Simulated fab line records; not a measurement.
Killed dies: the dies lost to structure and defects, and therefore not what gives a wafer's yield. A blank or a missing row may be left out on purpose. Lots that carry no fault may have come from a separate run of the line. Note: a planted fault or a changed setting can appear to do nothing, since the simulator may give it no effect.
The tool behind it: which one?    flow gf180mcu    14 lots with 42 wafers sampled at 4 steps, on a route of 602 steps

WHAT EACH GAUGE READ, for each wafer
GF_DNWELL_TW_MEAS_09.
lot   measured     on             DNWELL_TW
L543  day 2 18:18  film metro-01  1365 1366 1375
L544  day 3 04:44  film metro-04  1345 1346 1333
L546  day 3 12:43  film metro-03  1335 1335 1341
L553  day 5 01:05  film metro-04  1344 1338 1339
L556  day 5 16:29  film metro-04  1335 1337 1335
L557  day 5 21:52  film metro-04  1340 1341 1350
L558  day 6 03:05  film metro-04  1342 1339 1344
L559  day 6 07:47  film metro-03  1340 1337 1335
L560  day 6 11:23  film metro-01  1368 1367 1360
L563  day 7 04:52  film metro-03  1316 1321 1320
L564  day 7 11:29  film metro-03  1326 1323 1320
L565  day 7 15:38  film metro-01  1354 1359 1363

GF_POLY_GATE_OVL_MEAS_11.
lot   measured      on          POLY_GATE_OVL (nm)
L543  day 9 04:41   overlay-01  10 -8 5
L544  day 10 01:19  overlay-02  -10 -5 -6
L546  day 10 09:00  overlay-02  1 4 6
L553  day 12 06:14  overlay-01  -2 1 -7
L556  day 12 23:56  overlay-01  11 2 16
L557  day 13 07:17  overlay-02  2 3 -1
L558  day 13 16:40  overlay-01  5 -3 -3
L559  day 13 21:08  overlay-01  18 13 18
L560  day 14 03:10  overlay-02  -6 4 -1
L563  day 15 02:26  overlay-01  -9 -4 -1
L564  day 15 13:29  overlay-02  10 5 7
L565  day 15 14:49  overlay-02  -9 -6 -2

WHAT TOOL EACH LOT RAN ON (gives the tool, then ch and the chambers of the sampled wafers, and finally the start)
lot   GF_STI_OXIDATION_29           GF_DNWELL_STRIP_08
L543  furnace-02 ch 0, day 2 04:53  plasma asher-02 ch 0,1, day 2 18:11
L544  furnace-02 ch 0, day 2 15:29  plasma asher-02 ch 0,1, day 3 04:37
L546  furnace-02 ch 0, day 2 22:24  plasma asher-03 ch 0,1, day 3 12:38
L547  furnace-02, day 3 02:22       -
L548  furnace-02, day 3 09:50       -
L553  furnace-02 ch 0, day 4 09:32  plasma asher-04 ch 0,1, day 5 00:59
L556  furnace-02 ch 0, day 5 01:10  plasma asher-04 ch 0,1, day 5 16:23
L557  furnace-01 ch 0, day 5 05:39  plasma asher-02 ch 0,1, day 5 21:46
L558  furnace-02 ch 0, day 5 10:23  plasma asher-02 ch 0, day 6 02:59
L559  furnace-02 ch 0, day 5 15:16  plasma asher-04 ch 0,1, day 6 07:41
L560  furnace-02 ch 0, day 5 18:49  plasma asher-04 ch 0,1, day 6 11:17
L563  furnace-02 ch 0, day 6 11:28  plasma asher-02 ch 0,1, day 7 04:46
L564  furnace-01 ch 0, day 6 18:10  plasma asher-02 ch 0,1, day 7 11:23
L565  furnace-02 ch 0, day 6 22:13  plasma asher-02 ch 0,1, day 7 15:32
- GF_STI_OXIDATION_29: stabilise 600 s, purge 300 s, target thk 10 nm.
- GF_DNWELL_STRIP_08: strips in O2/N2.

AS READ BY THE TOOLS THEMSELVES (means over the sampled wafers that have a number; for cases with no such wafer, the mark the record gives instead)
GF_STI_OXIDATION_29.
lot   tool        ox temp c (C)  ox temp c max  spike tc top C (C)  spike tc upper C (C)  zone power top pct (%)
L543  furnace-02  899.6          903.6          910.9               901.5                 34.8
L544  furnace-02  899.7          903.3          910.9               899.9                 34.9
L546  furnace-02  900.0          903.4          911.7               900.3                 34.7
L547  furnace-02  -              -              -                   -                     -
L548  furnace-02  -              -              -                   -                     -
L553  furnace-02  900.1          903.6          910.3               900.2                 34.9
L556  furnace-02  899.7          903.8          911.4               900.4                 34.8
L557  furnace-01  900.0          903.5          916.0               899.8                 30.3
L558  furnace-02  900.2          904.2          910.4               899.9                 34.9
L559  furnace-02  900.0          903.7          910.5               900.6                 34.7
L560  furnace-02  900.2          904.0          911.1               899.9                 35.0
L563  furnace-02  900.0          903.8          911.9               900.8                 34.9
L564  furnace-01  899.6          902.8          915.8               899.6                 30.0
L565  furnace-02  899.6          903.0          910.7               900.1                 35.3

GF_DNWELL_STRIP_08.
lot   tool             drypump motor current A (A)  heater power w (W)  oes product au (a.u.)  strip time to endpoint s (s)
L543  plasma asher-02  6.1                          306                 0.726                  36.95
L544  plasma asher-02  6.2                          305                 0.724                  36.93
L546  plasma asher-03  5.9                          330                 0.725                  36.93
L553  plasma asher-04  5.2                          351                 0.721                  37.07
L556  plasma asher-04  5.3                          396                 0.720                  36.92
L557  plasma asher-02  6.1                          321                 0.720                  36.96
L558  plasma asher-02  6.0                          318                 0.720                  37.05
L559  plasma asher-04  5.2                          347                 0.721                  36.93
L560  plasma asher-04  5.3                          392                 0.717                  36.86
L563  plasma asher-02  6.1                          323                 0.722                  36.98
L564  plasma asher-02  6.1                          324                 0.722                  37.13
L565  plasma asher-02  6.1                          326                 0.720                  36.92

THE ANSWER, worked out from the rows above alone
Rule: the usual values come from the lots themselves. Put in order of their means at a reading, lots are off if they are a third of the lots or fewer, leave a main group of 4 or more, and stand apart from it by a gap of 3 or more times the standard deviation of the main group's means; of several such gaps the widest counts. If all means in a main group match to the digits the tables above print for the reading, that group is not used. Also off: a lot with no number at a reading for which 4 or more lots have one. Where the step has rows for the other lots, those lots are counted as sound. First the gauges in route order, then the tools' own readings, where a lot's mean is used as printed above. At the first step where some lot is off, the reading lying furthest off is the one used; lots without a number count as furthest.
Off at GF_STI_OXIDATION_29 (ox temp c): L547, L548. Without a number there: L547, L548. For the main group the mean is 899.9 C and the standard deviation 0.23.
A tool fits if, at that step or a process step before it, it ran every lot that is off, and no sound lot after the first of them. Of those tried, none fits.

WHAT THE SIMULATOR HAD PUT IN
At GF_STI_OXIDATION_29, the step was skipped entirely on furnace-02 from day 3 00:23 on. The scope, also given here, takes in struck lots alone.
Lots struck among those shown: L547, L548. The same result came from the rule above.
